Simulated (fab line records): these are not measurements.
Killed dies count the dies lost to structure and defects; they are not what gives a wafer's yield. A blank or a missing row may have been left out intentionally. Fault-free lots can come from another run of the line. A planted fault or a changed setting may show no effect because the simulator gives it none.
Which of the tools did it? || flow sfq_line || 39 wafers sampled from 13 lots at 1 step of a route of 325

== WHAT THE GAUGES SHOWED, per wafer ==
No reading from a measuring or inspecting step in the record can be judged against a usual standard deviation.

== WHAT TOOL EACH LOT RAN ON (gives the tool, then ch and the chambers of the sampled wafers, and finally the start) ==
{"lot": "L505", "SFQ_TRILAYER_M2_STRIP_STRIP_061": "rie_metal-04 ch 0, day 36 20:50"}
{"lot": "L506", "SFQ_TRILAYER_M2_STRIP_STRIP_061": "rie_metal-01 ch 0,1, day 37 00:15"}
{"lot": "L507", "SFQ_TRILAYER_M2_STRIP_STRIP_061": "rie_metal-02 ch 0,1, day 37 11:22"}
{"lot": "L508", "SFQ_TRILAYER_M2_STRIP_STRIP_061": "rie_metal-04 ch 0,1, day 37 15:58"}
{"lot": "L509", "SFQ_TRILAYER_M2_STRIP_STRIP_061": "rie_metal-01 ch 0,1, day 38 11:10"}
{"lot": "L513", "SFQ_TRILAYER_M2_STRIP_STRIP_061": "rie_metal-01 ch 0,1, day 39 04:22"}
{"lot": "L514", "SFQ_TRILAYER_M2_STRIP_STRIP_061": "rie_metal-01 ch 0,1, day 39 13:43"}
{"lot": "L515", "SFQ_TRILAYER_M2_STRIP_STRIP_061": "rie_metal-02 ch 0,1, day 39 14:43"}
{"lot": "L517", "SFQ_TRILAYER_M2_STRIP_STRIP_061": "rie_metal-02 ch 0,1, day 39 21:55"}
{"lot": "L520", "SFQ_TRILAYER_M2_STRIP_STRIP_061": "rie_metal-04 ch 0,1, day 40 19:31"}
{"lot": "L521", "SFQ_TRILAYER_M2_STRIP_STRIP_061": "rie_metal-01 ch 0,1, day 41 11:07"}
{"lot": "L523", "SFQ_TRILAYER_M2_STRIP_STRIP_061": "rie_metal-04 ch 0,1, day 42 10:02"}
{"lot": "L525", "SFQ_TRILAYER_M2_STRIP_STRIP_061": "rie_metal-02 ch 0,1, day 42 23:14"}
- SFQ_TRILAYER_M2_STRIP_STRIP_061: strips in O2.

== AS READ BY THE TOOLS THEMSELVES (means over the sampled wafers that have a number; for cases with no such wafer, the mark the record gives instead) ==
SFQ_TRILAYER_M2_STRIP_STRIP_061. Usual: drypump_motor_current_A 5.7 A, standard deviation 0.38; oes_product_au 0.996 a.u., standard deviation 0.0085.
{"lot": "L505", "tool": "rie_metal-04", "drypump_motor_current_A (A)": 5.8, "oes_product_au (a.u.)": 1.001, "flag": ""}
{"lot": "L506", "tool": "rie_metal-01", "drypump_motor_current_A (A)": 6.1, "oes_product_au (a.u.)": 0.995, "flag": ""}
{"lot": "L507", "tool": "rie_metal-02", "drypump_motor_current_A (A)": 5.2, "oes_product_au (a.u.)": 0.998, "flag": ""}
{"lot": "L508", "tool": "rie_metal-04", "drypump_motor_current_A (A)": 5.9, "oes_product_au (a.u.)": 1.005, "flag": ""}
{"lot": "L509", "tool": "rie_metal-01", "drypump_motor_current_A (A)": 6.1, "oes_product_au (a.u.)": 0.994, "flag": ""}
{"lot": "L513", "tool": "rie_metal-01", "drypump_motor_current_A (A)": 6.1, "oes_product_au (a.u.)": 1.002, "flag": ""}
{"lot": "L514", "tool": "rie_metal-01", "drypump_motor_current_A (A)": 6.1, "oes_product_au (a.u.)": 0.999, "flag": ""}
{"lot": "L515", "tool": "rie_metal-02", "drypump_motor_current_A (A)": 5.3, "oes_product_au (a.u.)": 0.990, "flag": ""}
{"lot": "L517", "tool": "rie_metal-02", "drypump_motor_current_A (A)": 5.2, "oes_product_au (a.u.)": 0.990, "flag": ""}
{"lot": "L520", "tool": "rie_metal-04", "drypump_motor_current_A (A)": 5.9, "oes_product_au (a.u.)": 1.000, "flag": ""}
{"lot": "L521", "tool": "rie_metal-01", "drypump_motor_current_A (A)": 6.0, "oes_product_au (a.u.)": 0.994, "flag": ""}
{"lot": "L523", "tool": "rie_metal-04", "drypump_motor_current_A (A)": 5.9, "oes_product_au (a.u.)": 0.992, "flag": ""}
{"lot": "L525", "tool": "rie_metal-02", "drypump_motor_current_A (A)": 5.3, "oes_product_au (a.u.)": 0.986, "flag": ""}

== THE ANSWER, worked out from the rows above alone ==
Rule: take the mean of a lot's wafers that have a number; if it is more than 3 standard deviations from the usual mean, the lot is off. Also off: a lot with no number at a reading for which 4 or more lots have one. The other lots that the step has rows for count as sound. After the gauges, taken in route order, come the tools' own readings; for these a lot's mean is taken, as printed above. The first step at which some lot is off is used, and at that step the reading that is off furthest; a lot without a number counts as furthest.
None of the lots is off at any reading shown; this tells nothing.

== WHAT THE SIMULATOR HAD PUT IN ==
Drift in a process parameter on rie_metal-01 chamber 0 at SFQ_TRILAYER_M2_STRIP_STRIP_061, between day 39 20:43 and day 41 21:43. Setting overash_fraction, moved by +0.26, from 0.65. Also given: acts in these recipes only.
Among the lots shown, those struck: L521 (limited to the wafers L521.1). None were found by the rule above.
